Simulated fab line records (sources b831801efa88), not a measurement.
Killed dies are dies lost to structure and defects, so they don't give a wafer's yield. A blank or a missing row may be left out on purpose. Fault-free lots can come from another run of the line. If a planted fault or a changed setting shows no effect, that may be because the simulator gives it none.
A lot that was struck, set against a sound lot	flow sky130	43 out of 708 route steps
Sound: wafers L579.1, L579.2, L579.6. Struck: wafers L590.1, L590.2, L590.3. The cause is given at the end.
At each step with rows: each side's tool, then ch and its chambers, then its first start. Under that, the readings that differ: sound wafers	struck wafers	difference of the means	sigmas: that difference in standard deviations of wafers without a fault.
alike: readings with means less than 2 such deviations apart, plus words and numbers identical on both sides. not compared: withheld readings, readings lacking a value on some wafer, bounds such as >300 that could conceal the same value, and numbers that have no deviation in the record and whose values overlap.
Wherever a step has rows on one side only, a row that says differs or no value, or a row with sigmas, the two part there. Numbers that don't overlap but have no deviation are shown without sigmas and don't part them. Lack of a reading on every wafer of one side parts them only where that side has two or more wafers.

first, 1 step without rows for these wafers: SKY_FIELD_ISO_ANNEAL_26 (time 1800 s).
SKY_FIELD_ISO_CMP_27: polishes, stops on Si3N4, t overpolish 16 s, target thk 457.8 nm.
  sound on cmp-02 ch 0,1,3, day 3 22:44; struck on cmp-01 ch 0,1,3, day 6 01:46
  alike: head-pressure-psi, motor-current-A, overpolish-run-s, platen-rpm, time-to-endpoint-s
then, 5 steps without rows for these wafers: SKY_FIELD_ISO_WET_ETCH_28 (etches SiO2 in dHF, target depth 23.7 nm, time 48.49 s); SKY_FIELD_ISO_WET_ETCH_29 (etches Si3N4 in H3PO4, target depth 160 nm, time 1825 s); SKY_FIELD_ISO_WET_ETCH_30 (etches SiO2 in dHF, target depth 25 nm, time 50 s); SKY_NWELL_CLEAN_00 (cleans in SC1/SC2, time 150 s); SKY_NWELL_OXIDATION_01 (stabilise 600 s, purge 300 s, target thk 10 nm).
SKY_NWELL_THK_MEAS_02:
  struck on film-metro-03, day 6 04:40; sound on film-metro-02, day 4 02:44
  alike: NWELL_OXIDATION_THK
then, 4 steps without rows for these wafers: SKY_DNWELL_DEHYDRATE_00 (time 60 s); SKY_DNWELL_HMDS_01 (prime time 60 s); SKY_DNWELL_COAT_02 (resist thk 3000 nm); SKY_DNWELL_SOFTBAKE_03.
SKY_DNWELL_EXPOSE_04: exposes mask DNM, target cd 3000 nm.
  sound on iline-stepper-01 ch 0, day 4 10:39; struck on iline-stepper-02 ch 0, day 6 14:19
  alike: mask, focus-offset-nm
then, 3 steps without rows for these wafers: SKY_DNWELL_PEB_05; SKY_DNWELL_DEVELOP_06 (develop time 60 s); SKY_DNWELL_IMPLANT_07.
SKY_DNWELL_STRIP_08: strips in O2/N2.
  sound on plasma-asher-03 ch 0,1, day 4 20:04; struck on plasma-asher-04 ch 0,1, day 7 00:15
  alike: drypump-motor-current-A, oes-product-au, strip-time-to-endpoint-s
  not compared: rf-hours-counter-h
SKY_DNWELL_TW_MEAS_09:
  struck on film-metro-01, day 7 00:21; sound on film-metro-01, day 4 20:10
  alike: DNWELL_TW
then, 7 steps without rows for these wafers: SKY_PWDE_DEHYDRATE_00 (time 60 s); SKY_PWDE_HMDS_01 (prime time 60 s); SKY_PWDE_COAT_02 (resist thk 3000 nm); SKY_PWDE_SOFTBAKE_03; SKY_PWDE_EXPOSE_04 (exposes mask PWDEM, target cd 840 nm); SKY_PWDE_PEB_05; SKY_PWDE_DEVELOP_06 (develop time 60 s).
SKY_PWDE_OVL_MEAS_07:
  struck on overlay-02, day 7 18:16; sound on overlay-02, day 5 13:49
reading	sound	struck	difference	sigmas
PWDE_OVL (nm)	2.5 3.0 0.8	-2.0 -2.4 -3.1	-4.6	-4
after that, 1 step had no rows for these wafers: SKY_PWDE_IMPLANT_08.
SKY_PWDE_STRIP_09: strips in O2/N2.
  sound on plasma-asher-01 ch 0,1, day 5 14:00; struck on plasma-asher-03 ch 0,1, day 7 18:27
reading	sound	struck	difference	sigmas
strip-time-to-endpoint-s (s)	37.31 37.33 37.23	37.00 37.00 37.00	-0.29	-3
  alike: drypump-motor-current-A, oes-product-au
  not compared: rf-hours-counter-h
SKY_PWDE_TW_MEAS_10:
  struck on film-metro-01, day 7 18:33; sound on film-metro-02, day 5 14:06
reading	sound	struck	difference	sigmas
PWDE_TW	374 375 375	384 386 383	+10	+2
then, 7 steps without rows for these wafers: SKY_NWELL_DEHYDRATE_03 (time 60 s); SKY_NWELL_HMDS_04 (prime time 60 s); SKY_NWELL_COAT_05 (resist thk 3000 nm); SKY_NWELL_SOFTBAKE_06; SKY_NWELL_EXPOSE_07 (exposes mask NWM, target cd 840 nm); SKY_NWELL_PEB_08; SKY_NWELL_DEVELOP_09 (develop time 60 s).
SKY_NWELL_OVL_MEAS_10:
  struck on overlay-02, day 8 15:11; sound on overlay-01, day 6 07:16
  alike: NWELL_00_OVL
then, 3 steps without rows for these wafers: SKY_NWELL_IMPLANT_11; SKY_NWELL_IMPLANT_12; SKY_NWELL_IMPLANT_13.
SKY_NWELL_STRIP_14: strips in O2/N2.
  sound on plasma-asher-01 ch 0,1, day 6 07:51; struck on plasma-asher-03 ch 0,1, day 8 15:40
  alike: drypump-motor-current-A, oes-product-au, strip-time-to-endpoint-s
  not compared: rf-hours-counter-h
SKY_NWELL_TW_MEAS_15:
  struck on film-metro-02, day 8 15:46; sound on film-metro-02, day 6 07:57
  alike: NWELL_TW
-- the record jumps here: 41 days lie between the struck wafers' starts before and after (it left off in module NWELL and takes up again in module PAD_OPEN, whose first step shown is number 708 of the route) --
SKY_PAD_OPEN_PROBE_99:
  struck on prober-02, day 49 22:11; sound on prober-02, day 47 17:09
reading	sound	struck	difference	sigmas
model.etest.res-deep-nwell.width-nm (nm)	3004 3001 2998	3077 3042 3022	+46	
model.etest.res-deep-nwell.line-ohm-um	755.2 746.6 740.7	723.1 726.4 725.6	-22.5	
  alike: killed_at_M0_to_M3, killed_at_M4_up, killed-at-contacts, killed-at-front-end, killed-at-other, killed-dies, killed-open, killed-short

WHERE THEY PART
Last at SKY_PWDE_TW_MEAS_10 as far as this record goes, first at SKY_PWDE_OVL_MEAS_07. Later steps at which nothing parts them and some readings are alike: SKY_NWELL_OVL_MEAS_10, SKY_NWELL_STRIP_14, SKY_NWELL_TW_MEAS_15, SKY_PAD_OPEN_PROBE_99.

WHY: what the simulator had put in
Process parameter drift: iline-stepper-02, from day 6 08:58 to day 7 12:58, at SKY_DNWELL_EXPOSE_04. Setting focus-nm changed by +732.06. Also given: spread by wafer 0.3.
